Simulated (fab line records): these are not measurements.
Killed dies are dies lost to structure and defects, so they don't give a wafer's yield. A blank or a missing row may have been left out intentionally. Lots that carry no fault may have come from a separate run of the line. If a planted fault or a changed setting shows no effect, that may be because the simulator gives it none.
Struck lot and sound lot, side by side ; flow gf180mcu ; 36 steps out of a route of 602
Sound: the wafers L122.3, L122.4, L122.6. Struck: wafer L132.4; the same lot's L132.6 was not struck, so it is left out; see the end for the cause.
Each step with rows lists, per side, the tool, then ch with its chambers, then its first start. Under that, the readings that differ: sound wafers ; struck wafers ; difference of the means ; sigmas: that difference in standard deviations of wafers without a fault.
alike: a reading whose means differ by less than 2 such deviations, as well as words and numbers matching on both sides. not compared: withheld readings; readings where some wafer has no value; bounds like >300 that might hide an equal value; numbers whose values overlap and for which the record gives no deviation.
Wherever a step has rows on one side only, a row that says differs or no value, or a row with sigmas, the two part there. When numbers do not overlap yet have no deviation, they are printed without sigmas and do not part them. A reading that every wafer of one side lacks parts them only if that side has two wafers or more.

first, 1 step without rows for these wafers: GF_M5_DEVELOP_06 (develop time 60 s).
GF_M5_CD_MEAS_07: the cd target is 280 nm.
  struck on cd-sem-01, day 30 03:03; sound on cd-sem-02, day 27 05:11
  alike: cd-nm
GF_M5_OVL_MEAS_08:
  struck on overlay-02, day 30 03:08; sound on overlay-02, day 27 05:16
  alike: M5_OVL
then, 1 step without rows for these wafers: GF_M5_ETCH_09 (etches Si3N4 in CF4/O2, target depth 52 nm, time 11.6 s).
GF_M5_METAL_ETCH_10: etches the open film in Cl2/BCl3, stops on SiO2, target depth 750.8 nm, time 125.1 s.
  sound on rie-metal-01 ch 0,1, day 27 05:22; struck on rie-metal-01 ch 1, day 30 03:18
  alike: drypump-motor-current-A, oes-product-au, throttle-valve-pct
  not compared: rf-hours-counter-h
then, 4 steps without rows for these wafers: GF_M5_STRIP_11 (strips in O2/N2); GF_M5_STRIP_12 (strips in post etch residue remover, time 1200 s); GF_M5_CLEAN_13 (cleans in DIW); GF_V5_CVD_00 (deposits SiO2, target thk 300 nm, time 50 s).
GF_V5_THK_MEAS_01:
  struck on film-metro-03, day 30 04:23; sound on film-metro-04, day 27 06:04
  alike: V5_CVD_00_THK
GF_V5_CVD_02: deposits SiO2 from TEOS, target thk 1450 nm, time 163.28 s.
  sound on pecvd-01 ch 0,2, day 27 06:06; struck on pecvd-01 ch 0, day 30 04:28
  alike: heater-power-w
GF_V5_THK_MEAS_03:
  struck on film-metro-01, day 30 04:32; sound on film-metro-04, day 27 06:13
reading;sound;struck;difference;sigmas
V5_CVD_02_THK (nm);1449 1457 1457;1496;+42;+2
GF_V5_CMP_04: polishes SiO2.
  sound on cmp-02 ch 1,3, day 27 06:16; struck on cmp-02 ch 0, day 30 04:37
reading;sound;struck;difference;sigmas
model.SiO2_of_V5_CVD_02.thk-nm (nm);853.2 854.5 854.2;768.6;-85.4;
  alike: motor-current-A, slurry-filter-dp-kPa
GF_V5_BOW_MEAS_05:
  struck on film-metro-03, day 30 04:56; sound on film-metro-01, day 27 06:38
reading;sound;struck;difference;sigmas
V5_BOW (um);129 128 119;152;+27;+2
then, 8 steps without rows for these wafers: GF_V5_DEHYDRATE_06 (time 60 s); GF_V5_HMDS_07 (prime time 60 s); GF_V5_COAT_08; GF_V5_COAT_09 (resist thk 1000 nm); GF_V5_SOFTBAKE_10 (time 60 s); GF_V5_EXPOSE_11 (exposes mask Via5, target cd 260 nm); GF_V5_PEB_12 (peb time 90 s); GF_V5_DEVELOP_13 (develop time 60 s).
GF_V5_CD_MEAS_14: the cd target is 260 nm.
  struck on cd-sem-02, day 30 22:45; sound on cd-sem-01, day 28 02:54
  alike: cd-nm
GF_V5_OVL_MEAS_15:
  struck on overlay-02, day 30 22:50; sound on overlay-01, day 28 02:59
reading;sound;struck;difference;sigmas
V5_OVL (nm);0 -3 -6;7;+10;+2
GF_V5_ETCH_16: etches BARC in N2/H2.
  sound on rie-diel-03 ch 0,1, day 28 03:01; struck on rie-diel-01 ch 3, day 30 22:51
  alike: drypump-motor-current-A, oes-product-au, throttle-valve-pct
GF_V5_ETCH_17: etches SiO2 in C4F8/O2/Ar, stops on TiN, target depth 855 nm.
  sound on rie-diel-03 ch 0,1; struck on rie-diel-01 ch 3
reading;sound;struck;difference;sigmas
oes-product-au (a.u.);0.857 0.854 0.859;0.808;-0.049;-11
model.V5.feature-depth-nm (nm);853.2 854.5 854.2;768.6;-85.4;
model.etch.depth-nm (nm);853.2 854.5 854.2;768.6;-85.4;
then, 3 steps without rows for these wafers: GF_V5_STRIP_18 (strips in O2/N2); GF_V5_STRIP_19 (strips in post etch residue remover, time 1200 s); GF_V5_CLEAN_20 (cleans in DIW).
GF_V5_SPUTTER_21: material Ti, target thk 15 nm, time 80.02 s.
  struck on pvd-sputter-01, day 30 23:34; sound on pvd-sputter-04, day 28 03:44
  alike: throttle-valve-pct
GF_V5_SPUTTER_22: material TiN, target thk 10 nm, time 40 s.
  struck on pvd-sputter-01, day 30 23:37; sound on pvd-sputter-04, day 28 03:48
  alike: throttle-valve-pct
then, 1 step without rows for these wafers: GF_V5_CVD_23 (deposits W, target thk 350 nm, time 104.9 s).
GF_V5_RS_MEAS_24: a four-point-probe measurement.
  struck on film-metro-01, day 30 23:50; sound on film-metro-01, day 28 04:00
  alike: V5_W_RS
GF_V5_THK_MEAS_25: measures by xrf.
  struck on film-metro-01, day 30 23:56; sound on film-metro-01, day 28 04:06
  alike: V5_W_THK
GF_V5_CMP_26: polishes, stops on SiO2, t overpolish 15 s, target thk 0 nm.
  sound on cmp-02 ch 0,1,3, day 28 04:08; struck on cmp-01 ch 2, day 31 00:07
reading;sound;struck;difference;sigmas
model.SiO2_of_V5_CVD_02.thk-nm (nm);849.4 850.7 850.4;764.8;-85.4;
  alike: motor-current-A, slurry-filter-dp-kPa
then, 1 step without rows for these wafers: GF_TOP_METAL_SPUTTER_00 (material Ti, target thk 37.5 nm, time 150 s).

WHERE THEY PART
First at GF_V5_THK_MEAS_03; last, within this record, at GF_V5_ETCH_17. Later steps at which nothing parts them and some readings are alike: GF_V5_SPUTTER_21, GF_V5_SPUTTER_22, GF_V5_RS_MEAS_24, GF_V5_THK_MEAS_25, GF_V5_CMP_26.

WHY: whatever the simulator had introduced
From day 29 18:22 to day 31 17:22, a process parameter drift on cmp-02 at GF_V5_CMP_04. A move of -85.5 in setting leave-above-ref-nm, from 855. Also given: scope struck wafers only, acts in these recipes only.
